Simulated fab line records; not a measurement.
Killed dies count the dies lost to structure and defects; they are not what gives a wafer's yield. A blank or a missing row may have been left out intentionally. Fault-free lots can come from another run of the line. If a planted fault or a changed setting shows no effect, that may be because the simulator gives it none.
Split-lot experiment :: flow sfqLine :: route with 325 steps; 5 lots, 23 wafers read

THE SPLIT ITSELF
At SFQ_TRILAYER_M1_BARC_OPEN_METAL_ETCH_054 (etches BARC in O2, target depth 125 nm, time 41.7 s), the setting icpW was moved away from the recipe's 600 W on 9 of the 23 wafers read, by -6.1% to +11.9%. For the rest of the wafers, this setting stayed at what the recipe calls for.

Reading taken at the split's own step.

THE READING
KrF_of_TRILAYER_M1_LITHO_COAT_039.thkNm (the simulator's own value, which no gauge read), in nm, at SFQ_TRILAYER_M1_BARC_OPEN_METAL_ETCH_054 (etches BARC in O2, target depth 125 nm, time 41.7 s). There is no usual value for it anywhere in the file. The 14 wafers here that ran the recipe average 523.2 nm, standard deviation 1.5 nm.

wafer: L076.1
tool, chamber at the split: rieMetal-01, 0
icpW as run, W: 563.3
against the recipe: -6.1%
KrF_of_TRILAYER_M1_LITHO_COAT_039.thkNm, nm: 523.7
against lot-mates on the recipe: +3.0

wafer: L076.2
tool, chamber at the split: rieMetal-01, 1
icpW as run, W: 563.3
against the recipe: -6.1%
KrF_of_TRILAYER_M1_LITHO_COAT_039.thkNm, nm: 523.5
against lot-mates on the recipe: +2.8

wafer: L076.3
tool, chamber at the split: rieMetal-01, 1
icpW as run, W: 600
against the recipe: recipe
KrF_of_TRILAYER_M1_LITHO_COAT_039.thkNm, nm: 521.1
against lot-mates on the recipe: -

wafer: L076.4
tool, chamber at the split: rieMetal-01, 0
icpW as run, W: 600
against the recipe: recipe
KrF_of_TRILAYER_M1_LITHO_COAT_039.thkNm, nm: 521.1
against lot-mates on the recipe: -

wafer: L076.5
tool, chamber at the split: rieMetal-01, 1
icpW as run, W: 600
against the recipe: recipe
KrF_of_TRILAYER_M1_LITHO_COAT_039.thkNm, nm: 520
against lot-mates on the recipe: -

wafer: L077.1
tool, chamber at the split: rieMetal-01, 0
icpW as run, W: 600
against the recipe: recipe
KrF_of_TRILAYER_M1_LITHO_COAT_039.thkNm, nm: 523.4
against lot-mates on the recipe: -

wafer: L077.2
tool, chamber at the split: rieMetal-01, 1
icpW as run, W: 600
against the recipe: recipe
KrF_of_TRILAYER_M1_LITHO_COAT_039.thkNm, nm: 525.4
against lot-mates on the recipe: -

wafer: L077.3
tool, chamber at the split: rieMetal-01, 1
icpW as run, W: 651.3
against the recipe: +8.5%
KrF_of_TRILAYER_M1_LITHO_COAT_039.thkNm, nm: 519.6
against lot-mates on the recipe: -4.5

wafer: L077.4
tool, chamber at the split: rieMetal-01, 0
icpW as run, W: 651.3
against the recipe: +8.5%
KrF_of_TRILAYER_M1_LITHO_COAT_039.thkNm, nm: 522.6
against lot-mates on the recipe: -1.5

wafer: L077.6
tool, chamber at the split: rieMetal-01, 1
icpW as run, W: 600
against the recipe: recipe
KrF_of_TRILAYER_M1_LITHO_COAT_039.thkNm, nm: 523.6
against lot-mates on the recipe: -

wafer: L080.1
tool, chamber at the split: rieMetal-02, 1
icpW as run, W: 600
against the recipe: recipe
KrF_of_TRILAYER_M1_LITHO_COAT_039.thkNm, nm: 525.2
against lot-mates on the recipe: -

wafer: L080.3
tool, chamber at the split: rieMetal-02, 0
icpW as run, W: 600
against the recipe: recipe
KrF_of_TRILAYER_M1_LITHO_COAT_039.thkNm, nm: 523.7
against lot-mates on the recipe: -

wafer: L080.6
tool, chamber at the split: rieMetal-02, 1
icpW as run, W: 600
against the recipe: recipe
KrF_of_TRILAYER_M1_LITHO_COAT_039.thkNm, nm: 522.8
against lot-mates on the recipe: -

wafer: L083.1
tool, chamber at the split: rieMetal-02, 1
icpW as run, W: 600
against the recipe: recipe
KrF_of_TRILAYER_M1_LITHO_COAT_039.thkNm, nm: 524
against lot-mates on the recipe: -

wafer: L083.3
tool, chamber at the split: rieMetal-02, 1
icpW as run, W: 600
against the recipe: recipe
KrF_of_TRILAYER_M1_LITHO_COAT_039.thkNm, nm: 524.9
against lot-mates on the recipe: -

wafer: L083.4
tool, chamber at the split: rieMetal-02, 0
icpW as run, W: 671.1
against the recipe: +11.9%
KrF_of_TRILAYER_M1_LITHO_COAT_039.thkNm, nm: 520
against lot-mates on the recipe: -4.1

wafer: L083.5
tool, chamber at the split: rieMetal-02, 1
icpW as run, W: 600
against the recipe: recipe
KrF_of_TRILAYER_M1_LITHO_COAT_039.thkNm, nm: 523.3
against lot-mates on the recipe: -

wafer: L083.6
tool, chamber at the split: rieMetal-02, 0
icpW as run, W: 671.1
against the recipe: +11.9%
KrF_of_TRILAYER_M1_LITHO_COAT_039.thkNm, nm: 517.4
against lot-mates on the recipe: -6.7

wafer: L084.1
tool, chamber at the split: rieMetal-01, 1
icpW as run, W: 600
against the recipe: recipe
KrF_of_TRILAYER_M1_LITHO_COAT_039.thkNm, nm: 523.8
against lot-mates on the recipe: -

wafer: L084.2
tool, chamber at the split: rieMetal-01, 1
icpW as run, W: 600
against the recipe: recipe
KrF_of_TRILAYER_M1_LITHO_COAT_039.thkNm, nm: 522.2
against lot-mates on the recipe: -

wafer: L084.4
tool, chamber at the split: rieMetal-01, 1
icpW as run, W: 624.6
against the recipe: +4.1%
KrF_of_TRILAYER_M1_LITHO_COAT_039.thkNm, nm: 518.8
against lot-mates on the recipe: -4.2

wafer: L084.5
tool, chamber at the split: rieMetal-01, 1
icpW as run, W: 624.6
against the recipe: +4.1%
KrF_of_TRILAYER_M1_LITHO_COAT_039.thkNm, nm: 520.9
against lot-mates on the recipe: -2.1

wafer: L084.6
tool, chamber at the split: rieMetal-01, 1
icpW as run, W: 624.6
against the recipe: +4.1%
KrF_of_TRILAYER_M1_LITHO_COAT_039.thkNm, nm: 521.8
against lot-mates on the recipe: -1.2

THE FIT
A straight line over all 23 wafers: KrF_of_TRILAYER_M1_LITHO_COAT_039.thkNm changes by -0.3 nm for each +1% of icpW; r = -0.66; the points scatter about the line by 1.6 nm.
The same after taking each lot's own level away (the mean of its wafers on the recipe; 23 wafers): -0.442 nm for each +1%; r = -0.89; scatter 1.1 nm.
The reading moves by 5.2 nm for the largest change in icpW, on that fit.
Across the lots, their own levels run from 520.73 to 524.13 nm, a range of 2.2 times the standard deviation given above.
So the lot-to-lot level blurs the effect unless lot-mates are compared.
Check: -5.66 nm against its lot-mates is what the line predicts for one of the wafers moved furthest among these (+11.9%) when that wafer is left out of the fit. Against them it came out at -4.07 nm.

OTHER SPLITS APPLIED TO THESE WAFERS
Other splits were also applied to these wafers ahead of the reading. Each is held against what the fit with the lots' levels taken away leaves over:
other split on the same wafers: SFQ_TRILAYER_L0_LITHO_COAT_010 resistThkNm
wafers away from the commonest value: 10
r with KrF_of_TRILAYER_M1_LITHO_COAT_039.thkNm (lot level and that fit taken away): -0.06

other split on the same wafers: SFQ_TRILAYER_L0_VIA_LITHO_COAT_018 resistThkNm
wafers away from the commonest value: 7
r with KrF_of_TRILAYER_M1_LITHO_COAT_039.thkNm (lot level and that fit taken away): -0.03

other split on the same wafers: SFQ_TRILAYER_L0_VIA_BARC_OPEN_VIA_ETCH_021 biasW
wafers away from the commonest value: 6
r with KrF_of_TRILAYER_M1_LITHO_COAT_039.thkNm (lot level and that fit taken away): +0.49

other split on the same wafers: SFQ_TRILAYER_M0_LITHO_COAT_021 resistThkNm
wafers away from the commonest value: 9
r with KrF_of_TRILAYER_M1_LITHO_COAT_039.thkNm (lot level and that fit taken away): +0.07

other split on the same wafers: SFQ_TRILAYER_M0_BARC_OPEN_METAL_ETCH_031 biasW
wafers away from the commonest value: 8
r with KrF_of_TRILAYER_M1_LITHO_COAT_039.thkNm (lot level and that fit taken away): -0.02

other split on the same wafers: SFQ_TRILAYER_I0_CMP_CMP_028 leaveAboveRefNm
wafers away from the commonest value: 8
r with KrF_of_TRILAYER_M1_LITHO_COAT_039.thkNm (lot level and that fit taken away): -0.19

other split on the same wafers: SFQ_TRILAYER_I0_VIA_LITHO_COAT_031 spinRpm
wafers away from the commonest value: 11
r with KrF_of_TRILAYER_M1_LITHO_COAT_039.thkNm (lot level and that fit taken away): +0.09

other split on the same wafers: SFQ_TRILAYER_I0_VIA_ETCH_VIA_ETCH_034 sourceW
wafers away from the commonest value: 5
r with KrF_of_TRILAYER_M1_LITHO_COAT_039.thkNm (lot level and that fit taken away): -0.02

other split on the same wafers: SFQ_TRILAYER_M1_LITHO_COAT_044 resistThkNm
wafers away from the commonest value: 5
r with KrF_of_TRILAYER_M1_LITHO_COAT_039.thkNm (lot level and that fit taken away): -0.18

FILE'S OWN FIT
KrF_of_TRILAYER_M1_LITHO_COAT_039.thkNm changes by -0.439 nm for each +1% of icpW, r = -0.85.
